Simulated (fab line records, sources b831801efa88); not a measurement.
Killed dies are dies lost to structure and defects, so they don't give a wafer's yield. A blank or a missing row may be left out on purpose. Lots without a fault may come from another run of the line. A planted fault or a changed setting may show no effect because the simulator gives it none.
fab line records | flow sfq_line
record lots=6 wafers=18 last_day=81
route steps=325 shown JJ@187 M5@198
lots that met no fault: from a run of the same line without faults
start_h: hours from the record's first day to the start of the lot's first wafer shown | wait_h: hours since the lot's step before | " the same as in the row above | L1.1+2: a row that stands for several wafers | - no value, or no start given | * or withheld: withheld | < > ~ a bound
route shown NAME@n: a module of which the file shows steps, and the number in the route of the first | usual: mean/standard deviation of fault-free wafers | same: alike in all rows | chamber/n: place in a boat | sites: the reading at each site | _std_site: their standard deviation | _edge_site: outer sites' mean less inner sites' | radius_mm: how far each site lies from the wafer's centre | mask NAME#n: copy n | behind: the tool/chamber that last shaped the wafer | hold: why the lot was held/for how many hours/how that ended | device: the transistor (n, p or np) that didn't switch | end of line: the same wafers' tests at the end of the route | a step without rows: its recipe alone | killed: dies lost to structure and defects at the first sort, not the wafer's yield | map: a wafer's dies, x killed, . not, _ none there
set.NAME: the setting as run; set.NAME@STEP: as run at that earlier step | model.NAME: the simulator's own value behind a step, which no gauge read
lots at some steps of the route; a table a step, a row a wafer
services: from which hour (start_h, from the record's first day; less than 0 if before it) a tool's chamber was out of use, for how many hours, and why
## steps
# step SFQ_TRILAYER_JJ_CE_LITHO_SOFTBAKE_118
# recipe temp_c=withheld time_s=withheld resist=KrF
# step SFQ_TRILAYER_JJ_CE_LITHO_EXPOSE_115
# recipe mask_id=J5 na=0.6 source_shape=conventional sigma_outer=0.65 target_cd_nm=700 dose_mj=14.4
# step SFQ_TRILAYER_JJ_CE_LITHO_PEB_117
# recipe peb_temp_c=115 peb_time_s=60 resist=KrF
# step SFQ_TRILAYER_JJ_CE_LITHO_DEVELOP_116
# recipe time_s=60 resist=KrF
# step SFQ_JJ_OVL_MEAS_931
# usual J5_OVL=1/5
# columns lot.wafer tool chamber start_h wait_h J5_OVL[nm]
L685.3 overlay-02 - 1287.75 0.1 -5
L685.4 " - " " 2
L685.6 " - " " 0
L686.2 overlay-02 - 1299.74 0.1 10
L686.4 " - " " 8
L686.5 " - " " 2
L693.2 overlay-02 - 1360.58 0.1 -6
L693.3 " - " " -3
L693.5 " - " " 0
L694.1 overlay-02 - 1363.84 0.1 3
L694.3 " - " " 6
L694.5 " - " " 6
L695.1 overlay-01 - 1450.22 0.1 3
L695.2 " - " " 6
L695.3 " - " " 5
L699.1 overlay-01 - 1489.98 0.1 4
L699.4 " - " " 1
L699.6 " - " " -3
# step SFQ_TRILAYER_JJ_CE_METRO_MEASURE_117
# step SFQ_TRILAYER_JJ_CE_BARC_OPEN_RIE_150
# recipe mask_material=PR chemistry=O2 target_depth_nm=240 target=BARC icp_w=600 bias_w=80 pressure_mtorr=10 time_s=80
# usual drypump_motor_current_A=6.04/0.29 oes_product_au=0.537/0.0044
# same time_s=80
# columns lot.wafer tool chamber start_h wait_h drypump_motor_current_A oes_product_au rf_hours_counter_h
L685.3 rie_metal-01 0 1289.00 0.6 5.69 0.544 -
L685.4 " 1 " " 5.82 0.538 -
L685.6 " 0 " " 5.69 0.534 -
L686.2 rie_metal-01 1 1300.97 0.8 5.82 0.533 23
L686.4 " 0 " " 5.69 0.543 -
L686.5 " 0 " " 5.70 0.534 -
L693.2 rie_metal-02 1 1361.81 0.8 6.24 0.537 14
L693.3 " 1 " " 6.17 0.539 -
L693.5 " 0 " " 6.38 0.542 -
L694.1 rie_metal-02 0 1365.07 1.0 6.40 0.540 88
L694.3 " 0 " " 6.42 0.537 -
L694.5 " 1 " " 6.19 0.536 -
L695.1 rie_metal-01 0 1451.45 1.0 5.69 0.530 64
L695.2 " 0 " " 5.69 0.530 -
L695.3 " 0 " " 5.69 0.534 -
L699.1 rie_metal-03 0 1491.22 1.0 5.75 0.528 48
L699.4 " 0 " " 5.76 0.541 -
L699.6 " 0 " " 5.74 0.533 -
# step SFQ_TRILAYER_JJ_CE_ETCH_RIE_118
# recipe target=Nb stop_on=Al2O3 mask_material=PR taper_deg=13.257 over_etch_frac=0.15 time_s=97.7 chemistry=SF6 target_depth_nm=170 icp_w=600 bias_w=80 pressure_mtorr=10
# usual drypump_motor_current_A=6.04/0.28 oes_product_au=0.989/0.0076
# same time_s=97.7
# columns lot.wafer tool chamber start_h wait_h drypump_motor_current_A oes_product_au rf_hours_counter_h
L685.3 rie_metal-01 0 1289.10 0.1 5.70 1.005 -
L685.4 " 1 " " 5.85 0.995 -
L685.6 " 0 " " 5.72 0.999 -
L686.2 rie_metal-01 1 1301.06 0.1 5.80 0.996 24
L686.4 " 0 " " 5.72 0.982 -
L686.5 " 0 " " 5.70 0.993 -
L693.2 rie_metal-02 1 1361.90 0.1 6.22 0.986 14
L693.3 " 1 " " 6.23 0.998 -
L693.5 " 0 " " 6.38 0.997 -
L694.1 rie_metal-02 0 1365.17 0.1 6.42 0.980 88
L694.3 " 0 " " 6.41 0.990 -
L694.5 " 1 " " 6.25 0.986 -
L695.1 rie_metal-01 0 1451.64 0.2 5.71 0.978 64
L695.2 " 0 " " 5.71 0.993 -
L695.3 " 0 " " 5.71 0.997 -
L699.1 rie_metal-03 0 1491.31 0.1 5.77 0.998 48
L699.4 " 0 " " 5.74 0.991 -
L699.6 " 0 " " 5.75 1.004 -
# step SFQ_TRILAYER_JJ_ANODIZE_ANODIZE_119
# recipe current_density_ma_cm2=withheld end_current_density_ma_cm2=withheld bath_temp_c=withheld
# step SFQ_TRILAYER_JJ_CE_STRIP_STRIP_120
# recipe gas=O2 power_w=200 platen_temp_c=40 overash_fraction=0.65 chemistry=O2 pressure_mtorr=50
# usual drypump_motor_current_A=6.13/0.27 oes_product_au=0.998/0.01
# columns lot.wafer tool chamber start_h wait_h drypump_motor_current_A oes_product_au rf_hours_counter_h
L685.3 rie_metal-02 0 1289.91 0.2 6.39 0.984 -
L685.4 " 1 " " 6.20 0.997 -
L685.6 " 1 " " 6.20 0.999 -
L686.2 rie_metal-02 1 1301.67 0.0 6.23 1.004 6
L686.4 " 1 " " 6.24 0.999 -
L686.5 " 0 " " 6.38 1.001 -
L693.2 rie_metal-02 0 1362.51 0.0 6.36 0.979 88
L693.3 " 0 " " 6.37 0.992 -
L693.5 " 1 " " 6.22 0.990 -
L694.1 rie_metal-02 0 1365.82 0.0 6.37 0.996 88
L694.3 " 0 " " 6.36 1.005 -
L694.5 " 0 " " 6.33 1.001 -
L695.1 rie_metal-02 1 1452.35 0.0 6.22 0.993 26
L695.2 " 0 " " 6.38 0.993 100
L695.3 " 1 " " 6.22 0.982 -
L699.1 rie_metal-02 0 1491.92 0.0 6.39 1.008 104
L699.4 " 1 " " 6.24 0.980 -
L699.6 " 1 " " 6.24 0.991 -
# step SFQ_TRILAYER_JJ_CE_STRIP_SOLV_CLEAN_121
# recipe chemistry=NMP temp_c=70 time_s=600
# step SFQ_TRILAYER_M5_LITHO_COAT_128
# recipe resist=BARC spin_rpm=3000 resist_thk_nm=62
# step SFQ_TRILAYER_M5_LITHO_COAT_123
# recipe resist=KrF spin_rpm=3000 resist_thk_nm=600
# usual spin_speed_rpm=2999.9/2.1
# columns lot.wafer tool chamber start_h wait_h spin_speed_rpm model.KrF_of_TRILAYER_M5_LITHO_COAT_123.thk_nm
L685.3 litho_track-02 0 1290.89 0.2 2999.3 600
L685.4 " 0 " " 2998.1 598.9
L685.6 " 0 " " 3000.5 600.2
L686.2 litho_track-01 0 1302.97 0.2 3001.6 601.8
L686.4 " 0 " " 3002.1 601
L686.5 " 0 " " 3000.5 602.4
L693.2 litho_track-01 0 1363.64 0.2 2637.3 641.6
L693.3 " 0 " " 2635.7 640.9
L693.5 " 0 " " 2637.7 642.1
L694.1 litho_track-01 0 1366.89 0.2 2637.4 639.4
L694.3 " 0 " " 2640.4 638.4
L694.5 " 0 " " 2639.7 639.9
L695.1 litho_track-01 0 1453.46 0.2 2995.6 598.8
L695.2 " 0 " " 2998.7 598
L695.3 " 0 " " 2997.9 599.4
L699.1 litho_track-02 0 1492.99 0.2 2999.0 597.8
L699.4 " 0 " " 2999.5 597.3
L699.6 " 0 " " 2998.3 597.9
# step SFQ_TRILAYER_M5_LITHO_SOFTBAKE_127
# recipe temp_c=withheld time_s=withheld resist=KrF
# step SFQ_TRILAYER_M5_LITHO_EXPOSE_124
# recipe mask_id=M5 na=0.6 source_shape=conventional sigma_outer=0.65 target_cd_nm=700 dose_mj=14.4
# step SFQ_TRILAYER_M5_LITHO_PEB_126
# recipe peb_temp_c=115 peb_time_s=60 resist=KrF
# step SFQ_TRILAYER_M5_LITHO_DEVELOP_125
# recipe time_s=60 resist=KrF
# step SFQ_M5_OVL_MEAS_932
# usual M5_OVL=0/5.9
# columns lot.wafer tool chamber start_h wait_h M5_OVL[nm]
L685.3 overlay-01 - 1292.88 0.1 -4
L685.4 " - " " -9
L685.6 " - " " -12
L686.2 overlay-01 - 1304.88 0.1 -4
L686.4 " - " " -10
L686.5 " - " " -3
L693.2 overlay-02 - 1463.42 0.1 -8
L693.3 " - " " -4
L693.5 " - " " 4
L694.1 overlay-02 - 1468.22 0.1 -2
L694.3 " - " " 1
L694.5 " - " " -2
L695.1 overlay-02 - 1470.66 0.1 -4
L695.2 " - " " -2
L695.3 " - " " -8
L699.1 overlay-01 - 1519.59 0.1 10
L699.4 " - " " 10
L699.6 " - " " 8
# step SFQ_TRILAYER_M5_BARC_OPEN_METAL_ETCH_161
# recipe mask_material=PR chemistry=O2 target_depth_nm=125 target=BARC icp_w=600 bias_w=80 pressure_mtorr=10 time_s=41.7
# usual drypump_motor_current_A=5.8/0.31 oes_product_au=0.685/0.005
# same time_s=41.7
# columns lot.wafer tool chamber start_h wait_h drypump_motor_current_A oes_product_au rf_hours_counter_h
L685.3 rie_metal-01 1 1292.92 0.0 5.8 0.684 -
L685.4 " 0 " " 5.7 0.687 -
L685.6 " 0 " " 5.7 0.680 -
L686.2 rie_metal-04 1 1304.91 0.0 5.9 0.692 25
L686.4 " 0 " " 5.3 0.674 -
L686.5 " 1 " " 5.8 0.683 -
L693.2 rie_metal-04 1 1463.45 0.0 5.8 0.678 52
L693.3 " 0 " " 5.3 0.685 -
L693.5 " 0 " " 5.2 0.690 -
L694.1 rie_metal-04 1 1468.25 0.0 5.8 0.688 52
L694.3 " 1 " " 5.8 0.686 -
L694.5 " 1 " " 5.8 0.689 -
L695.1 rie_metal-02 1 1470.69 0.0 6.2 0.692 28
L695.2 " 0 " " 6.4 0.680 102
L695.3 " 0 " " 6.3 0.686 -
L699.1 rie_metal-01 0 1519.62 0.0 5.7 0.682 73
L699.4 " 0 " " 5.7 0.674 -
L699.6 " 1 " " 5.8 0.692 -
# step SFQ_TRILAYER_M5_ETCH_METAL_ETCH_126
# recipe target=Nb stop_on=SiO2 mask_material=PR over_etch_frac=0.15 time_s=203.2 chemistry=Cl2/BCl3 target_depth_nm=265 icp_w=600 bias_w=80 pressure_mtorr=10
# usual drypump_motor_current_A=5.8/0.32 oes_product_au=0.728/0.0059
# same time_s=203.2
# columns lot.wafer tool chamber start_h wait_h drypump_motor_current_A oes_product_au rf_hours_counter_h model.KrF_of_TRILAYER_M5_LITHO_COAT_123.thk_nm
L685.3 rie_metal-01 1 1293.03 0.1 5.8 0.728 - 369.8
L685.4 " 0 " " 5.7 0.722 - 366.3
L685.6 " 0 " " 5.7 0.736 - 367.9
L686.2 rie_metal-04 1 1304.97 0.0 5.8 0.725 25 369.8
L686.4 " 0 " " 5.2 0.718 - 369.3
L686.5 " 1 " " 5.8 0.732 - 370
L693.2 rie_metal-04 1 1463.51 0.0 5.9 0.729 52 411.6
L693.3 " 0 " " 5.3 0.730 - 412.7
L693.5 " 0 " " 5.3 0.735 - 413.2
L694.1 rie_metal-04 1 1468.31 0.0 5.8 0.726 52 409.1
L694.3 " 1 " " 5.8 0.728 - 408.9
L694.5 " 1 " " 5.8 0.715 - 410.2
L695.1 rie_metal-02 1 1470.75 0.0 6.2 0.723 28 371
L695.2 " 0 " " 6.4 0.720 102 366.9
L695.3 " 0 " " 6.4 0.723 - 370.5
L699.1 rie_metal-01 0 1519.68 0.0 5.7 0.729 73 368.8
L699.4 " 0 " " 5.7 0.719 - 367.2
L699.6 " 1 " " 5.8 0.734 - 369.5
# step SFQ_TRILAYER_M5_STRIP_STRIP_127
# recipe gas=O2 power_w=200 platen_temp_c=40 overash_fraction=0.65 chemistry=O2 pressure_mtorr=50
# usual drypump_motor_current_A=5.8/0.31 oes_product_au=1.004/0.0072
# columns lot.wafer tool chamber start_h wait_h drypump_motor_current_A oes_product_au rf_hours_counter_h
L685.3 rie_metal-01 1 1293.35 0.3 5.8 1.002 -
L685.4 " 0 " " 5.7 1.014 -
L685.6 " 0 " " 5.7 1.010 -
L686.2 rie_metal-04 1 1305.16 0.1 5.8 1.006 26
L686.4 " 0 " " 5.3 1.011 -
L686.5 " 1 " " 5.8 1.006 -
L693.2 rie_metal-04 1 1463.71 0.1 5.9 1.003 52
L693.3 " 0 " " 5.3 1.010 -
L693.5 " 0 " " 5.3 1.006 -
L694.1 rie_metal-04 1 1468.51 0.1 5.8 1.000 53
L694.3 " 1 " " 5.8 1.002 -
L694.5 " 1 " " 5.8 1.006 -
L695.1 rie_metal-02 1 1470.95 0.1 6.2 0.999 29
L695.2 " 0 " " 6.3 1.001 102
L695.3 " 0 " " 6.4 0.995 -
L699.1 rie_metal-01 0 1519.88 0.1 5.7 1.005 73
L699.4 " 0 " " 5.7 0.996 -
L699.6 " 1 " " 5.8 1.006 -
## services
# columns tool chamber start_h hours kind
rie_metal-04 0 1356.73 22.2 repair
rie_metal-01 - 1399.62 1.2 repair
rie_metal-03 - 1402.07 0.6 repair
rie_metal-03 - 1432.40 2.8 pm
rie_metal-01 1 1433.67 11.6 repair
rie_metal-01 1 1448.75 8.4 repair
rie_metal-04 0 1481.05 - clean
rie_metal-04 0 1481.05 - consumable_replace:focus_ring
rie_metal-04 0 1481.05 16.0 scheduled_down
rie_metal-04 0 1481.05 16.0 vent_cycle
## key
first_sign step=SFQ_TRILAYER_M5_LITHO_COAT_123 reading=spin_speed_rpm direction=down sigmas=99+ usual=2999.9 struck=2638.0
effect none on later readings
model_effect step=SFQ_TRILAYER_M5_LITHO_COAT_123 value=KrF_of_TRILAYER_M5_LITHO_COAT_123.thk_nm without=600.6 struck=640.4
model_effect step=SFQ_TRILAYER_M5_ETCH_METAL_ETCH_126 value=KrF_of_TRILAYER_M5_LITHO_COAT_123.thk_nm without=371.1 struck=411
met_at SFQ_TRILAYER_M5_LITHO_COAT_123
struck_wafers L693.2,L693.3,L693.5,L694.1,L694.3,L694.5
onset_between 1302.97 1363.64
fault kind=process_parameter_drift tool=litho_track-01 chamber=- onset_h=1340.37 steps=SFQ_TRILAYER_M5_LITHO_COAT_123 channel=spin_rpm offset=-361.56 shape=step end_h=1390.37 acts_in=these_recipes_only stated=3000
